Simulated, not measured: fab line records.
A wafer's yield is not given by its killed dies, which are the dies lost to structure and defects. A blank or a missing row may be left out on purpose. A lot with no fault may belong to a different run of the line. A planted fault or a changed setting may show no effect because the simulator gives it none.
Which tool did it? | flow gf180mcu | 24 lots with 72 wafers sampled at 5 steps, on a route of 602 steps

## WHAT THE GAUGES READ, wafer by wafer
GF_V1_CD_MEAS_14: the cd target is 260 nm.
lot  | measured     | on       | cdNm (nm)
L074 | day 17 21:16 | cdSem-01 | 259.0 258.2 259.2
L075 | day 18 07:19 | cdSem-01 | 261.0 261.5 261.5
L076 | day 18 17:33 | cdSem-01 | 261.0 261.1 261.2
L077 | day 19 08:28 | cdSem-02 | 262.0 262.0 261.6
L078 | day 19 18:25 | cdSem-01 | 259.2 258.2 259.2
L079 | day 20 09:31 | cdSem-02 | 259.6 259.2 259.1
L080 | day 20 18:34 | cdSem-01 | 259.5 260.1 261.1
L081 | day 21 02:21 | cdSem-01 | 260.2 261.2 262.0
L082 | day 21 19:26 | cdSem-02 | 259.2 260.3 260.1
L083 | day 22 02:05 | cdSem-02 | 260.1 259.4 259.9
L084 | day 22 02:50 | cdSem-02 | 259.5 259.4 259.5
L085 | day 22 09:58 | cdSem-02 | 258.7 259.6 259.0
L086 | day 22 16:04 | cdSem-02 | 260.1 259.5 260.1
L087 | day 23 01:05 | cdSem-02 | 259.2 259.2 258.6
L088 | day 23 13:01 | cdSem-02 | 260.8 261.6 260.9
L089 | day 23 18:31 | cdSem-02 | 260.6 259.9 260.4
L090 | day 24 01:20 | cdSem-02 | 260.0 258.2 258.3
L091 | day 24 06:20 | cdSem-02 | 257.8 259.3 258.0
L092 | day 24 15:18 | cdSem-02 | 258.4 258.4 258.8
L093 | day 25 00:49 | cdSem-02 | 259.1 258.7 259.0
L094 | day 25 04:59 | cdSem-02 | 259.1 260.1 261.1
L095 | day 26 01:55 | cdSem-01 | 259.9 259.0 259.5
L096 | day 26 02:05 | cdSem-02 | 259.8 260.9 259.3
L097 | day 26 05:46 | cdSem-01 | 259.7 258.0 258.5

GF_V2_THK_MEAS_01.
lot  | measured     | on           | V2_CVD_00_THK (nm)
L074 | day 19 00:10 | filmMetro-02 | 596 597 596
L075 | day 19 09:53 | filmMetro-01 | 601 598 604
L076 | day 19 20:20 | filmMetro-01 | 601 598 600
L077 | day 20 12:04 | filmMetro-02 | 591 596 586
L078 | day 20 21:31 | filmMetro-02 | 599 602 588
L079 | day 21 11:18 | filmMetro-02 | 597 595 601
L080 | day 21 21:35 | filmMetro-03 | 597 599 603
L081 | day 22 04:43 | filmMetro-03 | 603 599 603
L082 | day 22 22:07 | filmMetro-02 | 601 604 604
L083 | day 23 03:34 | filmMetro-01 | 600 594 603
L084 | day 23 04:16 | filmMetro-03 | 598 595 598
L085 | day 23 11:23 | filmMetro-01 | 596 599 598
L086 | day 23 17:34 | filmMetro-01 | 599 590 588
L087 | day 24 02:26 | filmMetro-03 | 603 597 600
L088 | day 24 13:19 | filmMetro-03 | 593 596 596
L089 | day 24 18:34 | filmMetro-01 | 590 589 593
L090 | day 25 02:19 | filmMetro-02 | 614 607 614
L091 | day 25 06:13 | filmMetro-01 | 604 604 604
L092 | day 25 14:44 | filmMetro-03 | 595 596 589
L093 | day 26 00:25 | filmMetro-03 | 606 598 603
L094 | day 26 05:09 | filmMetro-03 | 609 599 600
L095 | day 27 00:32 | filmMetro-02 | 597 601 604
L096 | day 27 00:47 | filmMetro-01 | 602 600 603
L097 | day 27 04:31 | filmMetro-01 | 603 608 609

GF_MIM_RS_MEAS_10: measurement is done with a four-point probe.
lot  | measured     | on           | MIM_ALCU_RS (ohm/sq)
L074 | day 24 06:43 | filmMetro-03 | 0.1626 0.1610 0.1617
L075 | day 24 16:35 | filmMetro-04 | 0.1589 0.1594 0.1594
L076 | day 25 01:45 | filmMetro-02 | 0.1598 0.1588 0.1601
L077 | day 25 13:29 | filmMetro-03 | 0.1613 0.1600 0.1606
L078 | day 26 00:25 | filmMetro-04 | 0.1581 0.1591 0.1571
L079 | day 26 10:44 | filmMetro-02 | 0.1594 0.1600 0.1589
L080 | day 26 21:02 | filmMetro-02 | 0.1592 0.1613 0.1624
L081 | day 27 02:53 | filmMetro-04 | 0.1593 0.1589 0.1599
L082 | day 27 17:46 | filmMetro-04 | 0.1637 0.1633 0.1631
L083 | day 28 00:04 | filmMetro-04 | 0.1632 0.1613 0.1620
L084 | day 28 00:34 | filmMetro-04 | 0.1619 0.1627 0.1629
L085 | day 28 04:08 | filmMetro-02 | 0.1588 0.1568 0.1587
L086 | day 28 10:28 | filmMetro-03 | 0.1620 0.1620 0.1606
L087 | day 28 19:23 | filmMetro-03 | 0.1625 0.1611 0.1633
L088 | day 29 03:55 | filmMetro-03 | 0.1615 0.1626 0.1625
L089 | day 29 10:49 | filmMetro-04 | 0.1592 0.1594 0.1590
L090 | day 29 15:11 | filmMetro-03 | 0.1608 0.1604 0.1595
L091 | day 29 19:19 | filmMetro-02 | 0.1602 0.1614 0.1599
L092 | day 30 01:53 | filmMetro-04 | 0.1606 0.1608 0.1611
L093 | day 30 11:19 | filmMetro-03 | 0.1632 0.1603 0.1641
L094 | day 30 16:32 | filmMetro-02 | 0.1575 0.1580 0.1599
L095 | day 31 09:27 | filmMetro-02 | 0.1610 0.1605 0.1605
L096 | day 31 08:52 | filmMetro-03 | 0.1609 0.1608 0.1598
L097 | day 31 11:48 | filmMetro-03 | 0.1609 0.1618 0.1603

## WHAT TOOL EACH LOT RAN ON (gives the tool, then ch and the chambers of the sampled wafers, and finally the start)
lot  | GF_SALICIDE_RTA_08              | GF_V2_STRIP_18
L074 | rtpAnneal-02 ch 0, day 14 22:11 | plasmaAsher-01 ch 0,1, day 20 01:39
L075 | rtpAnneal-01 ch 0, day 15 07:47 | plasmaAsher-04 ch 0,1, day 20 11:59
L076 | rtpAnneal-01 ch 0, day 15 17:43 | plasmaAsher-01 ch 0,1, day 20 21:25
L077 | rtpAnneal-01 ch 0, day 16 05:47 | plasmaAsher-04 ch 0, day 21 13:02
L078 | rtpAnneal-01 ch 0, day 16 14:55 | plasmaAsher-01 ch 1, day 21 21:23
L079 | rtpAnneal-02 ch 0, day 17 05:57 | plasmaAsher-04 ch 0,1, day 22 11:51
L080 | rtpAnneal-01 ch 0, day 17 14:22 | plasmaAsher-04 ch 0,1, day 22 21:41
L081 | rtpAnneal-02 ch 0, day 17 21:53 | plasmaAsher-03 ch 0,1, day 23 04:05
L082 | rtpAnneal-01 ch 0, day 18 14:16 | plasmaAsher-03 ch 0,1, day 23 21:40
L083 | rtpAnneal-01 ch 0, day 18 22:35 | plasmaAsher-04 ch 0,1, day 24 02:51
L084 | rtpAnneal-01 ch 0, day 18 23:50 | plasmaAsher-04 ch 1, day 24 03:52
L085 | rtpAnneal-02 ch 0, day 19 04:20 | plasmaAsher-04 ch 0,1, day 24 10:59
L086 | rtpAnneal-01 ch 0, day 19 12:48 | plasmaAsher-01 ch 0,1, day 24 16:34
L087 | rtpAnneal-01 ch 0, day 19 22:05 | plasmaAsher-01 ch 0,1, day 25 01:27
L088 | rtpAnneal-02 ch 0, day 20 11:14 | plasmaAsher-01 ch 0,1, day 25 11:12
L089 | rtpAnneal-01 ch 0, day 20 16:10 | plasmaAsher-01 ch 1, day 25 16:20
L090 | rtpAnneal-01 ch 0, day 20 22:19 | plasmaAsher-04 ch 1, day 26 00:42
L091 | rtpAnneal-02 ch 0, day 21 05:27 | plasmaAsher-04 ch 0,1, day 26 04:23
L092 | rtpAnneal-02 ch 0, day 21 15:14 | plasmaAsher-04 ch 0,1, day 26 12:32
L093 | rtpAnneal-01 ch 0, day 21 23:36 | plasmaAsher-03 ch 0, day 26 22:05
L094 | rtpAnneal-02 ch 0, day 22 05:21 | plasmaAsher-04 ch 0,1, day 27 02:50
L095 | rtpAnneal-02 ch 0, day 22 22:09 | plasmaAsher-04 ch 0,1, day 27 21:41
L096 | rtpAnneal-01 ch 0, day 23 03:21 | plasmaAsher-03 ch 0,1, day 27 21:47
L097 | rtpAnneal-02 ch 0, day 23 08:16 | plasmaAsher-03 ch 0,1, day 28 01:16
- GF_SALICIDE_RTA_08: time 30 s.
- GF_V2_STRIP_18: strips in O2/N2.

## AS READ BY THE TOOLS THEMSELVES (means over the sampled wafers that have a number; for cases with no such wafer, the mark the record gives instead)
GF_SALICIDE_RTA_08.
lot  | tool         | lampPowerPct (%) | wafer_temp_C_max
L074 | rtpAnneal-02 | 19.5             | 804.6
L075 | rtpAnneal-01 | 16.3             | 804.9
L076 | rtpAnneal-01 | 16.3             | 804.9
L077 | rtpAnneal-01 | 16.3             | 804.8
L078 | rtpAnneal-01 | 16.3             | 804.0
L079 | rtpAnneal-02 | 19.5             | 804.4
L080 | rtpAnneal-01 | 16.3             | 803.6
L081 | rtpAnneal-02 | 19.5             | 805.7
L082 | rtpAnneal-01 | 16.3             | 804.7
L083 | rtpAnneal-01 | 16.3             | 805.1
L084 | rtpAnneal-01 | 16.3             | 804.7
L085 | rtpAnneal-02 | 19.5             | 804.0
L086 | rtpAnneal-01 | 16.3             | 804.9
L087 | rtpAnneal-01 | 16.3             | 804.1
L088 | rtpAnneal-02 | 19.5             | 805.0
L089 | rtpAnneal-01 | 16.3             | 805.7
L090 | rtpAnneal-01 | 16.3             | 805.4
L091 | rtpAnneal-02 | 19.5             | 805.0
L092 | rtpAnneal-02 | 19.5             | 803.8
L093 | rtpAnneal-01 | 16.3             | 804.9
L094 | rtpAnneal-02 | 19.5             | 805.0
L095 | rtpAnneal-02 | 19.5             | 804.2
L096 | rtpAnneal-01 | 16.3             | 804.6
L097 | rtpAnneal-02 | 19.5             | 804.7

GF_V2_STRIP_18.
lot  | tool           | drypumpMotorCurrentA (A) | heaterPowerW (W) | n2FlowSccm (sccm) | oesProductAu (a.u.)
L074 | plasmaAsher-01 | 5.3                      | 359              | 300.6             | 0.591
L075 | plasmaAsher-04 | 6.0                      | 300              | 300.0             | 0.589
L076 | plasmaAsher-01 | 5.4                      | 328              | 300.2             | 0.592
L077 | plasmaAsher-04 | 5.3                      | 317              | 300.2             | 0.589
L078 | plasmaAsher-01 | 5.1                      | 387              | 300.0             | 0.595
L079 | plasmaAsher-04 | 5.7                      | 306              | 301.4             | 0.597
L080 | plasmaAsher-04 | 5.7                      | 308              | 300.2             | 0.599
L081 | plasmaAsher-03 | 6.0                      | 346              | 300.2             | 0.590
L082 | plasmaAsher-03 | 6.1                      | 347              | 300.5             | 0.587
L083 | plasmaAsher-04 | 5.7                      | 306              | 299.7             | 0.592
L084 | plasmaAsher-04 | 6.4                      | 289              | 300.1             | 0.596
L085 | plasmaAsher-04 | 5.7                      | 310              | 300.3             | 0.596
L086 | plasmaAsher-01 | 5.4                      | 335              | 300.8             | 0.590
L087 | plasmaAsher-01 | 5.3                      | 362              | 299.9             | 0.594
L088 | plasmaAsher-01 | 5.3                      | 360              | 298.9             | 0.591
L089 | plasmaAsher-01 | 5.1                      | 383              | 300.4             | 0.597
L090 | plasmaAsher-04 | 6.4                      | 288              | 300.0             | 0.589
L091 | plasmaAsher-04 | 6.0                      | 295              | 299.7             | 0.591
L092 | plasmaAsher-04 | 6.1                      | 299              | 299.5             | 0.599
L093 | plasmaAsher-03 | 6.1                      | 365              | 300.6             | 0.596
L094 | plasmaAsher-04 | 6.0                      | 297              | 300.4             | 0.591
L095 | plasmaAsher-04 | 5.7                      | 306              | 299.4             | 0.596
L096 | plasmaAsher-03 | 6.0                      | 345              | 300.9             | 0.589
L097 | plasmaAsher-03 | 6.0                      | 329              | 299.6             | 0.590

## THE ANSWER, worked out from the rows above alone
Rule: usual is defined by the lots themselves. The widest of any qualifying gaps counts: lots, ordered by their means at a reading, are off when they make up no more than a third of the lots, leave a main group of 4 or more, and stand apart from it by 3 or more times the standard deviation of that group's means. A main group is skipped when, at the precision printed for the reading in the tables above, its means are all equal. Also off: a lot with no number at a reading for which 4 or more lots have one. The other lots that the step has rows for count as sound. The gauges are gone through in route order, then the tools' own readings, and for those a lot's mean is taken as printed above. The first step at which some lot is off is used, and at that step the reading that is off furthest; a lot without a number counts as furthest.
Nothing can be told from this: no lot is off at any reading shown.

## WHAT THE SIMULATOR PUT IN
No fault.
